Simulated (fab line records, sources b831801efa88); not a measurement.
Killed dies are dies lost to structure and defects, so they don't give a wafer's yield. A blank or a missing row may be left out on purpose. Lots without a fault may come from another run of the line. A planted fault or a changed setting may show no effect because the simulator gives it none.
Problem report in the 8D (eight disciplines) form, filled by code | flow sfq_line | the parts of the form that need people (team, actions taken, sign-off) are left out

1. THE PROBLEM
oes_product_au at SFQ_TRILAYER_M3_BARC_OPEN_METAL_ETCH_100 reads a mean of 0.631 a.u. on 4 wafers of 3 lots; wafers without a fault read 0.685 a.u. with a standard deviation of 0.0045. That is -12 standard deviations from the usual mean.
The step: etches BARC in O2, target depth 125 nm, time 41.7 s.
First seen on wafer L100.6, day 31 04:38, on rie_metal-04. The record holds 42 wafers of 15 lots with a number at this step. Rule for "out", or "out of limits": more than 4 standard deviations from the usual mean. The other wafers with a number count as sound.

2. WHAT IT IS AND WHAT IT IS NOT
question                    | is                             | is not
which readings at this step | oes_product_au                 | drypump_motor_current_A
which lots                  | L100, L101, L102               | L109, L110, L111, L112, L113, L990, L991, L994, L995, L996, L997, L998
which wafers of those lots  | L100.6, L101.1, L101.6, L102.6 | L100.5, L102.5
read on which tools         | rie_metal-03, rie_metal-04     | rie_metal-02
when                        | from day 31 04:38              | up to then (22 sound wafers); but 16 sound wafers of L102, L109, L110, L111, L112, L113 came after

3. SUSPECTS, AND WHAT RULES EACH OUT
Counting: a tool at a process step up to the reading stays a suspect if it ran every lot that is out. Sound lots after the first of them don't rule it out here, since some wafers of a struck lot are sound.
- litho_track-02 at SFQ_TRILAYER_M3_LITHO_COAT_080 (resist thk 62 nm): kept. It ran every lot that is out, first L100 (day 27 14:41); its last sound lot up to then is L998 (day 25 23:05).
Left after counting: litho_track-02 at SFQ_TRILAYER_M3_LITHO_COAT_080.

4. THE CAUSE (what the simulator had put in)
Process parameter drift: litho_track-02, from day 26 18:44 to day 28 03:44, at SFQ_TRILAYER_M3_LITHO_COAT_080. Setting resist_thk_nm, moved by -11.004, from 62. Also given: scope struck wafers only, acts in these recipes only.
Counting left only this tool.

5. THE CHAIN OF EFFECTS, in route order
Each row: a reading whose mean over the struck wafers that have a number lies more than 3 standard deviations from the usual. Only readings for which the record gives a usual standard deviation are gone through. hours: the time from each lot's start at the first step in this table that gives one to its start at this step, as a median over the lots. sigmas: the change in usual standard deviations.
hours | step                                     | reading        | usual      | on struck wafers | change | sigmas
0     | SFQ_TRILAYER_M3_BARC_OPEN_METAL_ETCH_100 | oes_product_au | 0.685 a.u. | 0.631            | -0.054 | -12
The process steps in it:
- SFQ_TRILAYER_M3_BARC_OPEN_METAL_ETCH_100: etches BARC in O2, target depth 125 nm, time 41.7 s.

6. WHAT WOULD HAVE CAUGHT IT SOONER
In this record the first reading out of limits was taken at day 31 04:38, 106 hours after the fault began at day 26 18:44.
All the lots that are out (3) had begun SFQ_TRILAYER_M3_LITHO_COAT_080 on litho_track-02 by day 31 04:38. A hold on the tool at that time would have spared none of them.
